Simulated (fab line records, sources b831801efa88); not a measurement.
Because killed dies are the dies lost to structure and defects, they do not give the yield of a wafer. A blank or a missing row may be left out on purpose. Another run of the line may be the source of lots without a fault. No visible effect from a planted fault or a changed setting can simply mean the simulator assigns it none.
Which tool was responsible?	flow sky130	12 lots with 36 wafers sampled at 6 steps, on a route of 708 steps

## WHAT EACH GAUGE READ, for each wafer
SKY_POLY_GATE_OVL_MEAS_14. Usual: for POLY_GATE_OVL the level is 1 nm and the standard deviation is 5.7.
lot	measured	on	POLY_GATE_OVL (nm)	flag
L449	day 17 19:07	overlay-02	-4 1 -5	
L453	day 18 02:25	overlay-02	10 8 12	
L454	day 18 09:40	overlay-02	1 3 1	
L455	day 18 18:28	overlay-01	6 13 8	
L456	day 19 11:31	overlay-02	5 6 2	
L458	day 19 21:10	overlay-02	9 5 4	
L461	day 20 20:22	overlay-01	2 -2 -5	
L462	day 21 21:53	overlay-01	2 -1 5	
L465	day 22 07:01	overlay-02	13 10 19	
L466	day 22 11:25	overlay-02	-4 3 -2	
L467	day 22 22:19	overlay-01	-2 -6 -8	
L470	day 24 20:13	overlay-01	2 -9 -7	

SKY_LDD_HVP_OVL_MEAS_07. Usual: for LDD_HVP_OVL the level is 0.4 nm and the standard deviation is 1.1.
lot	measured	on	LDD_HVP_OVL (nm)	flag
L449	day 23 01:50	overlay-01	0.9 0.4 2.0	
L453	day 23 10:42	overlay-01	0.0 0.5 0.0	
L454	day 23 16:04	overlay-01	0.7 1.4 0.8	
L455	day 24 01:34	overlay-01	-0.2 -0.1 0.0	
L456	day 24 18:08	overlay-01	1.2 1.2 1.0	
L458	day 25 01:39	overlay-02	-0.9 0.0 -0.3	
L461	day 25 23:53	overlay-02	-0.8 -0.2 -1.8	
L462	day 26 23:54	overlay-01	-1.7 -1.1 -0.8	
L465	day 27 07:27	overlay-01	- - -	OFF
L466	day 27 13:47	overlay-02	-1.8 -0.3 -0.9	
L467	day 27 23:20	overlay-02	-0.2 -0.1 -0.7	
L470	day 29 20:20	overlay-02	-0.3 0.5 0.3	

SKY_LDD_HVP_TW_MEAS_10. Usual: for LDD_HVP_TW the level is 451 and the standard deviation is 3.4.
lot	measured	on	LDD_HVP_TW	flag
L449	day 23 02:08	film metro-03	454 455 455	
L453	day 23 10:59	film metro-02	452 454 452	
L454	day 23 16:22	film metro-02	451 451 452	
L455	day 24 01:52	film metro-04	449 446 449	
L456	day 24 18:25	film metro-02	452 451 451	
L458	day 25 01:56	film metro-02	448 450 452	
L461	day 26 00:10	film metro-03	455 457 456	
L462	day 27 00:11	film metro-03	453 454 454	
L465	day 27 07:44	film metro-03	30 30 30	OFF
L466	day 27 14:05	film metro-02	451 449 449	
L467	day 27 23:38	film metro-02	450 451 451	
L470	day 29 20:37	film metro-02	452 450 448	

SKY_SPACER_THK_MEAS_01. Usual: for SPACER_CVD_00_THK the level is 43.3 nm and the standard deviation is 0.44.
lot	measured	on	SPACER_CVD_00_THK (nm)	flag
L449	day 24 09:34	film metro-03	42.7 42.7 42.9	
L453	day 24 19:43	film metro-02	42.5 42.9 42.4	
L454	day 24 23:19	film metro-03	43.3 43.3 42.8	
L455	day 25 08:50	film metro-01	43.5 43.6 43.8	
L456	day 26 02:10	film metro-03	43.2 43.2 43.4	
L458	day 26 09:38	film metro-03	43.1 43.5 43.0	
L461	day 27 06:38	film metro-03	43.3 42.9 43.3	
L462	day 28 06:49	film metro-01	43.9 43.9 43.6	
L465	day 28 15:44	film metro-01	43.6 43.4 43.8	
L466	day 28 21:43	film metro-01	43.8 43.4 43.5	
L467	day 29 05:09	film metro-02	43.1 42.9 43.6	
L470	day 31 02:47	film metro-01	43.5 43.3 43.8	

## WHAT TOOL EACH LOT RAN ON (gives the tool, then ch and the chambers of the sampled wafers, and finally the start)
lot	SKY_VT_ADJUST_HVTR_STRIP_10	SKY_LDD_HVP_EXPOSE_04
L449	plasma asher-04 ch 0,1, day 10 01:34	iline stepper-01 ch 0, day 22 10:56
L453	plasma asher-01 ch 0,1, day 10 18:55	iline stepper-01 ch 0, day 22 19:56
L454	plasma asher-03 ch 0,1, day 11 02:50	iline stepper-02 ch 0, day 23 01:35
L455	plasma asher-04 ch 0,1, day 11 08:02	iline stepper-02 ch 0, day 23 10:43
L456	plasma asher-03 ch 0,1, day 11 20:43	iline stepper-01 ch 0, day 24 03:38
L458	plasma asher-03 ch 0,1, day 12 05:53	iline stepper-02 ch 0, day 24 10:58
L461	plasma asher-04 ch 0, day 13 03:30	iline stepper-02 ch 0, day 25 09:43
L462	plasma asher-04 ch 0,1, day 13 08:38	iline stepper-01 ch 0, day 26 09:36
L465	plasma asher-03 ch 0, day 14 06:10	iline stepper-01 ch 0, day 26 17:50
L466	plasma asher-01 ch 0,1, day 14 11:19	iline stepper-02 ch 0, day 26 23:43
L467	plasma asher-04 ch 0,1, day 14 22:07	iline stepper-02 ch 0, day 27 08:27
L470	plasma asher-01 ch 0, day 16 17:49	iline stepper-02 ch 0, day 29 06:49
- SKY_VT_ADJUST_HVTR_STRIP_10: strips in O2/N2.
- SKY_LDD_HVP_EXPOSE_04: exposes mask HVPTM, target cd 700 nm.

## WHAT THE TOOLS THEMSELVES READ (means of the sampled wafers that have a number; where no wafer has one, the mark that the record gives instead)
SKY_VT_ADJUST_HVTR_STRIP_10. Usual: chamber pressure mTorr 1499.9 mTorr, standard deviation 1.4; drypump motor current A 5.70 A, standard deviation 0.28; oes product au 0.716 a.u., standard deviation 0.0046; strip time to endpoint s 14.17 s, standard deviation 0.047.
lot	tool	chamber pressure mTorr (mTorr)	drypump motor current A (A)	oes product au (a.u.)	strip time to endpoint s (s)	flag
L449	plasma asher-04	1499.3	5.70	0.713	14.16	
L453	plasma asher-01	1500.6	6.18	0.713	14.12	
L454	plasma asher-03	1499.2	5.44	0.721	14.22	
L455	plasma asher-04	1500.2	5.81	0.716	14.18	
L456	plasma asher-03	1500.0	5.49	0.718	14.19	
L458	plasma asher-03	1498.9	5.47	0.714	14.13	
L461	plasma asher-04	1499.7	5.59	0.718	14.20	
L462	plasma asher-04	1501.6	5.81	0.718	14.14	
L465	plasma asher-03	1500.4	5.48	0.717	14.19	
L466	plasma asher-01	1499.8	6.00	0.712	14.24	
L467	plasma asher-04	1500.5	5.71	0.713	14.14	
L470	plasma asher-01	1500.6	5.84	0.719	14.18	

## THE ANSWER, worked out from the rows above alone
Rule: a lot is off if the mean of its wafers that have a number lies more than 3 standard deviations from the usual mean. Also off: a lot with no number at a reading for which 4 or more lots have one. Where the step has rows for the other lots, those lots are counted as sound. First the gauges in route order, then the tools' own readings, where a lot's mean is used as printed above. At the first step where some lot is off, the reading lying furthest off is the one used; lots without a number count as furthest.
Off: L465, at SKY_LDD_HVP_OVL_MEAS_07 (LDD_HVP_OVL). Without a number there: L465.
If a tool, at a process step before that reading, ran all the lots that are off and no sound lot after the first of them, it fits. Not tried: the gauges at SKY_LDD_HVP_OVL_MEAS_07; whatever is off there is also off at SKY_LDD_HVP_TW_MEAS_10, on other tools, and gauge error can't account for it. 2 tools fit, plasma asher-03 at SKY_VT_ADJUST_HVTR_STRIP_10 and iline stepper-01 at SKY_LDD_HVP_EXPOSE_04, so this cannot tell which one it is.

## WHAT WAS PUT IN BY THE SIMULATOR
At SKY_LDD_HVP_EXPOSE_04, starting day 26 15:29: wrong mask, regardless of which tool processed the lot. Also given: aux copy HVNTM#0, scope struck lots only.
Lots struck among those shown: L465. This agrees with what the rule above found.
